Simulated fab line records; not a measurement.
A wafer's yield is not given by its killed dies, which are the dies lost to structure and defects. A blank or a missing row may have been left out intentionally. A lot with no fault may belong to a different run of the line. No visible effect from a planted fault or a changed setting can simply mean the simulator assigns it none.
One fault seen from 2 desks -- flow sky130 -- numbers are kept per desk, each desk with only its own; the story behind them comes last

== THE METROLOGY DESK ==
Means of the sampled wafers that have a number, per lot and without regard to the tool the lot ran on: this is what the gauges read. A lot is out of limits, marked OUT, if its mean lies more than 4 standard deviations from the usual mean; the brackets give that distance.
Columns: A = LDD_HVN_OVL at SKY_LDD_HVN_OVL_MEAS_07, usual -0.5 nm; B = SD_P_OVL at SKY_SD_P_OVL_MEAS_08, usual -1.2 nm; C = RES_XHIGH_TW at SKY_RES_XHIGH_TW_MEAS_09, usual 1627
lot,first seen here,A,B,C
L341,day 21 04:04,-0.6,-2.2,1648
L343,day 21 19:12,-2.1,-3.2,1618
L344,day 22 04:12,-1.4,-1.3,1610
L345,day 23 00:01,-1.8,-0.7,1642
L346,day 23 07:11,0.1,-0.2,1644
L347,day 23 18:25,-0.9,-2.4,1643
L348,day 23 18:35,-0.3,0.2,1645
L349,day 24 02:17,-1.1,-0.4,1617
L350,day 24 10:20,1.0,-1.2,1638
L351,day 24 13:25,-1.7,-0.3,1640
L352,day 25 00:24,1.5,-1.4,1613
L359,day 26 23:03,-3.9,-0.9,1620
L361,day 27 12:54,0.6,-3.3,1618
L362,day 27 19:54,-0.8,-2.6,1624
Result from this desk: across the 14 lots, nothing is out of limits.

== DESK OF THE TOOL OWNER: litho track-01 ==
The tool's own readings at SKY_RES_XHIGH_DEVELOP_06 (develop time 60 s): means of the sampled wafers that have a number, for each lot that ran on this tool. A lot is out of limits, marked OUT, if its mean lies more than 4 standard deviations from the usual mean; the brackets give that distance.
Columns: A = developer temp C at SKY_RES_XHIGH_DEVELOP_06, usual 23.01 C
lot,first seen here,A
L344,day 28 08:53,22.96
L345,day 29 05:11,22.92
L346,day 29 12:38,22.95
L349,day 30 13:35,22.99
L351,day 30 18:23,23.08
L352,day 31 02:11,23.12
L359,day 33 00:28,22.03 (-8.9) OUT
L361,day 33 13:55,22.18 (-7.5) OUT
This desk's verdict: out of limits on L359, L361, starting with L359 at day 33 00:28 (developer temp C at SKY_RES_XHIGH_DEVELOP_06). L344, L345, L346, L349, L351, L352 stayed within limits.

== BROUGHT TOGETHER ==
On L359, L361, at day 33 00:28, an alarm was possible from the tool owner's desk.
Metrology desk: nothing out of limits seen.
The metrology desk has L359, L361 on record, within its limits.
The lots listed all ran SKY_RES_XHIGH_DEVELOP_06 on litho track-01.

== WHAT HAD BEEN PUT IN BY THE SIMULATOR ==
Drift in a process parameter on litho track-01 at SKY_RES_XHIGH_DEVELOP_06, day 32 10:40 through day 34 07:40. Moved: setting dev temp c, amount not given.
Lots struck among those shown: L359, L361.
How many hours passed from the start of the fault until each desk's first out-of-limits reading: the tool owner's desk, 14.
